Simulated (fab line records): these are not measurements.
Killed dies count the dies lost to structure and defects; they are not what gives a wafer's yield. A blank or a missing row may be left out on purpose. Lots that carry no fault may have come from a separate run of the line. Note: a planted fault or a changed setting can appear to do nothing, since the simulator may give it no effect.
The tool behind it: which one? ; flow sky130 ; Sampling: 11 lots, 33 wafers, 2 of 708 route steps

WHAT EACH GAUGE READ, for each wafer
SKY_NWELL_THK_MEAS_02.
lot;measured;on;NWELL_OXIDATION_THK (nm)
L770;day 2 22:28;film_metro-02;9.73 9.76 9.93
L772;day 3 05:38;film_metro-04;9.94 9.97 9.98
L773;day 3 07:32;film_metro-02;9.74 9.61 9.65
L774;day 3 12:40;film_metro-02;13.41 13.60 13.41
L775;day 3 20:03;film_metro-02;13.90 13.74 13.66
L785;day 5 17:23;film_metro-02;9.81 9.79 9.83
L788;day 6 10:58;film_metro-04;9.75 9.92 10.09
L789;day 6 15:00;film_metro-04;10.21 10.14 10.04
L790;day 6 22:13;film_metro-01;9.93 10.00 10.10
L792;day 7 11:56;film_metro-01;9.88 10.06 9.71
L793;day 7 16:02;film_metro-04;10.10 10.10 10.02

WHAT TOOL EACH LOT RAN ON (gives the tool, then ch and the chambers of the sampled wafers, and finally the start)
lot;SKY_NWELL_OXIDATION_01
L770;furnace-01 ch 0, day 2 21:04
L772;furnace-01 ch 0, day 3 04:14
L773;furnace-02 ch 0, day 3 06:08
L774;furnace-01 ch 0, day 3 11:16
L775;furnace-01 ch 0, day 3 18:38
L785;furnace-02 ch 0, day 5 15:58
L788;furnace-01 ch 0, day 6 09:35
L789;furnace-02 ch 0, day 6 13:36
L790;furnace-01 ch 0, day 6 20:49
L792;furnace-02 ch 0, day 7 10:32
L793;furnace-02 ch 0, day 7 14:37
- SKY_NWELL_OXIDATION_01: stabilise 600 s, purge 300 s, target thk 10 nm.

THE ANSWER, worked out from the rows above alone
Rule: the lots themselves supply what counts as usual. The widest of any qualifying gaps counts: lots, ordered by their means at a reading, are off when they make up no more than a third of the lots, leave a main group of 4 or more, and stand apart from it by 3 or more times the standard deviation of that group's means. A main group is skipped when, at the precision printed for the reading in the tables above, its means are all equal. Also off: a lot with no number at a reading for which 4 or more lots have one. The other lots that the step has rows for count as sound.
Off: at SKY_NWELL_THK_MEAS_02 (NWELL_OXIDATION_THK), L774, L775. Mean 9.92 nm and standard deviation 0.14 in the main group.
A tool fits if, at a process step before that reading, it ran every lot that is off, and no sound lot after the first of them. Gauges at SKY_NWELL_THK_MEAS_02: tried the same way as those tools. No candidate that was tried fits.

WHAT THE SIMULATOR PUT IN
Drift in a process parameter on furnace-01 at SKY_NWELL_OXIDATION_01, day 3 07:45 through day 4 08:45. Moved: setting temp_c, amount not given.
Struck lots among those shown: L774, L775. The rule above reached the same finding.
